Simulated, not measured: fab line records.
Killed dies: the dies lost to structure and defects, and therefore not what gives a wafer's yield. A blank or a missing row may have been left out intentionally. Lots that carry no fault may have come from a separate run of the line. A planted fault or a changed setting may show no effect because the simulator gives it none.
2 desks looking at one fault / flow gf180mcu / each desk has only its own numbers; what lay behind them comes last

## FOR THE TOOL OWNER'S DESK: pvdSputter-02
The tool's own readings at GF_SALICIDE_SPUTTER_02 (material Co, target thk 10 nm, time 20 s): means of the sampled wafers that have a number, for each lot that ran on this tool. Any lot whose mean is over 4 standard deviations away from the usual mean is out of limits and marked OUT; that distance is given in the brackets.
Columns: A = throttleValvePct at GF_SALICIDE_SPUTTER_02, usual 29.7 %
lot=L625; first seen here=day 17 14:58; A=29.2
lot=L626; first seen here=day 17 21:09; A=29.9
lot=L628; first seen here=day 18 14:05; A=29.8
lot=L633; first seen here=day 20 06:19; A=29.1
lot=L635; first seen here=day 20 21:50; A=29.2
Result from this desk: across the 5 lots, nothing is out of limits.

## THE METROLOGY DESK
What the gauges read, lot by lot, whatever tool the lot ran on: means of the sampled wafers that have a number. Any lot whose mean is over 4 standard deviations away from the usual mean is out of limits and marked OUT; that distance is given in the brackets.
Columns: A = cdNm at GF_PSD_CD_MEAS_07, usual 400.0 nm; B = SALICIDE_TIN_RS at GF_SALICIDE_RS_MEAS_04, usual 16.4 ohm/sq
lot=L619; first seen here=day 14 07:55; A=399.2; B=16.8
lot=L620; first seen here=day 14 13:55; A=399.9; B=16.7
lot=L622; first seen here=day 15 11:32; A=400.4; B=16.3
lot=L624; first seen here=day 16 04:22; A=402.8; B=16.3
lot=L625; first seen here=day 16 14:22; A=398.6; B=16.5
lot=L626; first seen here=day 16 21:20; A=400.5; B=16.5
lot=L628; first seen here=day 17 13:07; A=399.1; B=16.2
lot=L633; first seen here=day 19 04:46; A=397.9; B=21.2 (+15) OUT
lot=L635; first seen here=day 19 20:04; A=400.7; B=24.3 (+25) OUT
lot=L636; first seen here=day 20 04:35; A=395.9; B=16.2
lot=L638; first seen here=day 20 23:26; A=397.0; B=16.3
lot=L639; first seen here=day 21 04:29; A=400.5; B=16.1
lot=L641; first seen here=day 22 02:23; A=401.1; B=16.4
This desk finds L633, L635 out of limits, with the earliest case on L633 at day 20 06:22 (SALICIDE_TIN_RS at GF_SALICIDE_RS_MEAS_04). L619, L620, L622, L624, L625, L626, L628, L636, L638, L639, L641 stayed within limits.

## PUT TOGETHER
Metrology desk: alarm possible at day 20 06:22 on L633, L635.
Nothing out of limits was seen by the tool owner's desk.
Tool owner's desk: L633, L635 on record, inside its limits.
The lots listed all ran GF_SALICIDE_SPUTTER_02 on pvdSputter-02.

## WHAT THE SIMULATOR HAD PUT IN
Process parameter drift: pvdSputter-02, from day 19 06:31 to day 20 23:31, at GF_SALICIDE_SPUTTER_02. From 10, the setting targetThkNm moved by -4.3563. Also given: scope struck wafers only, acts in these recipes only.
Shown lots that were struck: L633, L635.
Hours from the fault's start to each desk's first reading out of limits: the metrology desk, 24.
